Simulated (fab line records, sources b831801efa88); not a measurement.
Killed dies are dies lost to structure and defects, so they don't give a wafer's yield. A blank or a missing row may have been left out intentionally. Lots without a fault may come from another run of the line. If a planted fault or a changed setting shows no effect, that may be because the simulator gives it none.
Chamber matching + flow sky130 + cmp-01 running SKY_VIA2_CMP_24: 4 sister chambers
The step polishes, stops on SiO2, t overpolish 20 s, target thk 0 nm. 8 wafers are shown with their chamber, then 8 later ones without.

WAFERS WITH THEIR CHAMBER
| wafer  | chamber | motor_current_A (A) | overpolish_run_s (s) |
|--------|---------|---------------------|----------------------|
| L536.1 | 3       | 10.2                | 19.998               |
| L536.6 | 0       | 12.5                | 19.996               |
| L549.2 | 3       | 10.2                | 19.987               |
| L549.5 | 2       | 9.7                 | 19.978               |
| L551.2 | 1       | 10.4                | 20.001               |
| L551.4 | 2       | 9.6                 | 19.993               |
| L551.6 | 1       | 10.7                | 19.999               |
| L552.2 | 0       | 12.0                | 19.998               |

WAFERS WITH NO CHAMBER GIVEN
| wafer  | motor_current_A (A) | overpolish_run_s (s) |
|--------|---------------------|----------------------|
| L552.3 | 10.4                | 19.994               |
| L552.5 | 9.9                 | 20.015               |
| L554.1 | 12.2                | 20.012               |
| L554.3 | 10.3                | 19.987               |
| L554.5 | 12.1                | 19.990               |
| L555.1 | 9.6                 | 20.003               |
| L555.2 | 12.0                | 19.994               |
| L555.6 | 12.3                | 20.007               |

CHAMBER TAKEN BY EACH
| wafer  | from the rows above          | in truth |
|--------|------------------------------|----------|
| L552.3 | can't be placed: 3 or 1      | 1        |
| L552.5 | can't be placed: 3 or 1 or 2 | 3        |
| L554.1 | 0                            | 0        |
| L554.3 | can't be placed: 3 or 1      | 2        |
| L554.5 | 0                            | 0        |
| L555.1 | can't be placed: 2 or 3 or 1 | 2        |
| L555.2 | 0                            | 0        |
| L555.6 | 0                            | 0        |
4 of 8 placed correctly. Not placeable from these rows: 4 (in 3, the candidates include the true chamber). Wrongly placed: 0.
How it was worked out, from the rows above alone: a wafer's distance from a chamber is the root of the sum, over the readings, of the square of ((its reading less the chamber's mean) divided by the reading's scatter). If the next closest chamber is less than 2 further off than the closest, the wafer can't be placed; otherwise it belongs to the closest. The mean given for a chamber averages the wafers shown for that chamber. The scatter: the root of (the sum of the squares of (reading less its chamber's mean) over the shown wafers, divided by (wafers less chambers)).
